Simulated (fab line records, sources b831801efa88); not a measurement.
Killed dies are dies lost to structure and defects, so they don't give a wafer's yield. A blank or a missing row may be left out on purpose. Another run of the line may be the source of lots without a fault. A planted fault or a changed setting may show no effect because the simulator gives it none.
What tool caused it?    flow sky130    10 lots, 30 wafers sampled, at 6 steps of a route of 708

WHAT THE GAUGES READ, wafer by wafer
SKY_SPACER_THK_MEAS_01. Usual: SPACER_CVD_00_THK 43.1 nm, standard deviation 0.4.
lot   measured      on             SPACER_CVD_00_THK (nm)  flag
L911  day 22 16:32  film metro-03  43.3 42.6 43.0          
L912  day 23 14:12  film metro-04  42.5 42.5 42.7          
L913  day 23 15:22  film metro-04  42.9 42.8 42.5          
L914  day 24 09:26  film metro-03  42.6 42.8 42.8          
L915  day 24 10:37  film metro-02  43.0 42.8 43.0          
L916  day 25 04:34  film metro-02  43.2 43.1 43.1          
L917  day 25 08:17  film metro-04  43.5 43.6 43.5          
L918  day 25 15:31  film metro-03  42.7 42.6 42.7          
L926  day 28 11:01  film metro-03  49.4 49.6 49.4          OFF
L927  day 28 20:44  film metro-03  49.4 49.4 49.1          OFF

SKY_POLY_CUT_CD_MEAS_08: target cd 270 nm. Usual: cd nm reads 270.5 nm (standard deviation 1.5).
lot   measured      on         cd nm (nm)         flag
L911  day 23 22:49  cd sem-02  269.0 269.3 268.5  
L912  day 24 20:08  cd sem-02  270.1 271.6 271.5  
L913  day 24 20:26  cd sem-01  271.1 270.3 268.6  
L914  day 25 15:09  cd sem-01  271.3 271.7 271.3  
L915  day 25 16:08  cd sem-01  270.9 272.0 271.5  
L916  day 26 10:10  cd sem-01  270.5 271.4 270.3  
L917  day 26 12:56  cd sem-01  269.2 271.4 270.8  
L918  day 26 20:56  cd sem-02  269.6 270.8 271.4  
L926  day 29 15:21  cd sem-01  270.9 271.3 270.7  
L927  day 30 00:34  cd sem-01  267.9 268.4 268.9  

SKY_LI_CONTACT_BOW_MEAS_03. Usual: LI_CONTACT_BOW 57 um, standard deviation 6.5.
lot   measured      on             LI_CONTACT_BOW (um)  flag
L911  day 27 18:05  film metro-01  63 65 59             
L912  day 28 12:15  film metro-03  56 61 58             
L913  day 28 13:29  film metro-03  62 56 45             
L914  day 29 06:44  film metro-01  57 67 66             
L915  day 29 07:52  film metro-02  57 54 65             
L916  day 30 00:36  film metro-03  53 58 69             
L917  day 30 02:45  film metro-03  50 61 49             
L918  day 30 09:59  film metro-02  47 62 66             
L926  day 33 02:19  film metro-01  51 61 55             
L927  day 33 10:08  film metro-01  63 50 48             

SKY_LI_CONTACT_RS_MEAS_22: a four-point-probe measurement. Usual: LI_CONTACT_W_RS 0.281 ohm/sq, standard deviation 0.006.
lot   measured      on             LI_CONTACT_W_RS (ohm/sq)  flag
L911  day 28 22:21  film metro-02  0.280 0.283 0.286         
L912  day 29 16:44  film metro-02  0.283 0.288 0.276         
L913  day 29 18:40  film metro-01  0.278 0.276 0.283         
L914  day 30 11:30  film metro-02  0.280 0.277 0.282         
L915  day 30 12:31  film metro-03  0.284 0.284 0.286         
L916  day 31 03:43  film metro-02  0.289 0.292 0.289         
L917  day 31 06:59  film metro-03  0.281 0.284 0.283         
L918  day 31 13:46  film metro-01  0.281 0.272 0.276         
L926  day 34 05:32  film metro-01  0.290 0.290 0.288         
L927  day 34 13:38  film metro-02  0.281 0.281 0.272         

TOOL THAT RAN EACH LOT (tool first, then ch and the chambers of the sampled wafers, then the start)
lot   SKY_SPACER_CVD_00            SKY_SPACER_ETCHBACK_02
L911  lpcvd-02 ch 1, day 22 15:18  rie diel-04 ch 1,2, day 22 16:34
L912  lpcvd-02 ch 1, day 23 12:58  rie diel-02 ch 0,1, day 23 14:14
L913  lpcvd-02 ch 1, day 23 14:10  rie diel-03 ch 0,1, day 23 15:26
L914  lpcvd-02 ch 0, day 24 07:37  rie diel-04 ch 0,1, day 24 09:30
L915  lpcvd-02 ch 1, day 24 09:25  rie diel-03 ch 0,3, day 24 10:41
L916  lpcvd-02 ch 0, day 25 03:21  rie diel-03 ch 0,1, day 25 04:37
L917  lpcvd-02 ch 1, day 25 07:04  rie diel-03 ch 1,2,3, day 25 08:20
L918  lpcvd-02 ch 1, day 25 14:19  rie diel-04 ch 2,3, day 25 15:35
L926  lpcvd-02 ch 1, day 28 09:12  rie diel-02 ch 0,2, day 28 11:04
L927  lpcvd-02 ch 1, day 28 19:32  rie diel-02 ch 0,1,3, day 28 20:48
- SKY_SPACER_CVD_00: deposits Si3N4 from DCS/NH3, target thk 43.1 nm, time 740 s.
- SKY_SPACER_ETCHBACK_02: etches Si3N4 in CH3F/O2, stops on SiO2, time 46.7 s, target depth 45 nm.

WHAT THE TOOLS THEMSELVES READ (means of the sampled wafers that have a number; where no wafer has one, the mark that the record gives instead)
SKY_SPACER_CVD_00. Usual: spike tc bottom C 786.9 C, standard deviation 1.4; spike tc centre C 770.2 C, standard deviation 1; spike tc lower C 769.8 C, standard deviation 1; spike tc top C 781.3 C, standard deviation 1.7; spike tc upper C 769.3 C, standard deviation 1.1; susceptor temp C 770.0 C, standard deviation 0.35.
lot   tool      spike tc bottom C (C)  spike tc centre C (C)  spike tc lower C (C)  spike tc top C (C)  spike tc upper C (C)  susceptor temp C (C)  flag
L911  lpcvd-02  787.0                  770.1                  769.9                 780.5               769.2                 770.0                 
L912  lpcvd-02  786.4                  770.7                  769.5                 780.3               769.2                 770.3                 
L913  lpcvd-02  786.5                  771.1                  768.8                 780.9               769.2                 770.0                 
L914  lpcvd-02  788.7                  769.6                  770.8                 783.6               769.5                 769.9                 
L915  lpcvd-02  785.1                  769.1                  770.2                 779.7               768.8                 769.8                 
L916  lpcvd-02  788.9                  770.8                  770.8                 784.5               769.3                 770.0                 
L917  lpcvd-02  786.8                  769.7                  768.9                 779.8               769.7                 769.4                 
L918  lpcvd-02  786.6                  770.2                  770.4                 780.5               769.3                 769.8                 
L926  lpcvd-02  793.7                  778.0                  776.5                 787.7               774.7                 776.5                 OFF
L927  lpcvd-02  792.4                  776.5                  777.1                 787.4               776.3                 777.0                 OFF

SKY_SPACER_ETCHBACK_02. Usual: bias w 79.97 W, standard deviation 0.23; drypump motor current A 5.9 A, standard deviation 0.46; oes product au 0.855 a.u., standard deviation 0.0064; throttle valve pct 10.563 %, standard deviation 0.0092.
lot   tool         bias w (W)  drypump motor current A (A)  oes product au (a.u.)  throttle valve pct (%)  flag
L911  rie diel-04  79.94       5.6                          0.855                  10.551                  
L912  rie diel-02  79.92       6.4                          0.852                  10.563                  
L913  rie diel-03  80.22       5.7                          0.854                  10.558                  
L914  rie diel-04  79.77       5.8                          0.852                  10.559                  
L915  rie diel-03  79.80       5.8                          0.849                  10.563                  
L916  rie diel-03  80.04       5.3                          0.856                  10.568                  
L917  rie diel-03  80.24       5.3                          0.862                  10.578                  
L918  rie diel-04  79.95       6.0                          0.847                  10.562                  
L926  rie diel-02  79.97       6.5                          0.926                  10.569                  OFF
L927  rie diel-02  79.89       6.3                          0.928                  10.571                  OFF

THE ANSWER, worked out from the rows above alone
Rule: take the mean of a lot's wafers that have a number; if it is more than 3 standard deviations from the usual mean, the lot is off. Also off: a lot with no number at a reading for which 4 or more lots have one. Where the step has rows for the other lots, those lots are counted as sound. First the gauges in route order, then the tools' own readings, where a lot's mean is used as printed above. The first step at which some lot is off is used, and at that step the reading that is off furthest; a lot without a number counts as furthest.
Off: at SKY_SPACER_THK_MEAS_01 (SPACER_CVD_00_THK), L926, L927.
A tool fits if, at a process step before that reading, it ran every lot that is off, and no sound lot after the first of them. The gauges at SKY_SPACER_THK_MEAS_01 aren't tried: what is off there is off at SKY_SPACER_CVD_00 too, on other tools, and a gauge's error can't cause that. One candidate fits, namely lpcvd-02 at SKY_SPACER_CVD_00. A fault onset in the window from L918 (day 25 14:19, its last sound lot) to L926 (day 28 09:12, its first lot off) fits.
The tool's own readings at SKY_SPACER_CVD_00 bear it out: on the lots that are off they differ by more than 5 times the standard deviation of the sound lots' means. spike tc bottom C reads 793.0 C there against 787.0 C on the sound lots; spike tc centre C reads 777.2 C there against 770.2 C on the sound lots; spike tc lower C reads 776.8 C there against 769.9 C on the sound lots; spike tc upper C reads 775.5 C there against 769.3 C on the sound lots; susceptor temp C reads 776.8 C there against 769.9 C on the sound lots.

WHAT HAD BEEN PUT IN BY THE SIMULATOR
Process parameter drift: lpcvd-02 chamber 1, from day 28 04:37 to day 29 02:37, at SKY_SPACER_CVD_00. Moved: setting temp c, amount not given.
Lots struck among those shown: L926, L927. The rule above reached the same finding.
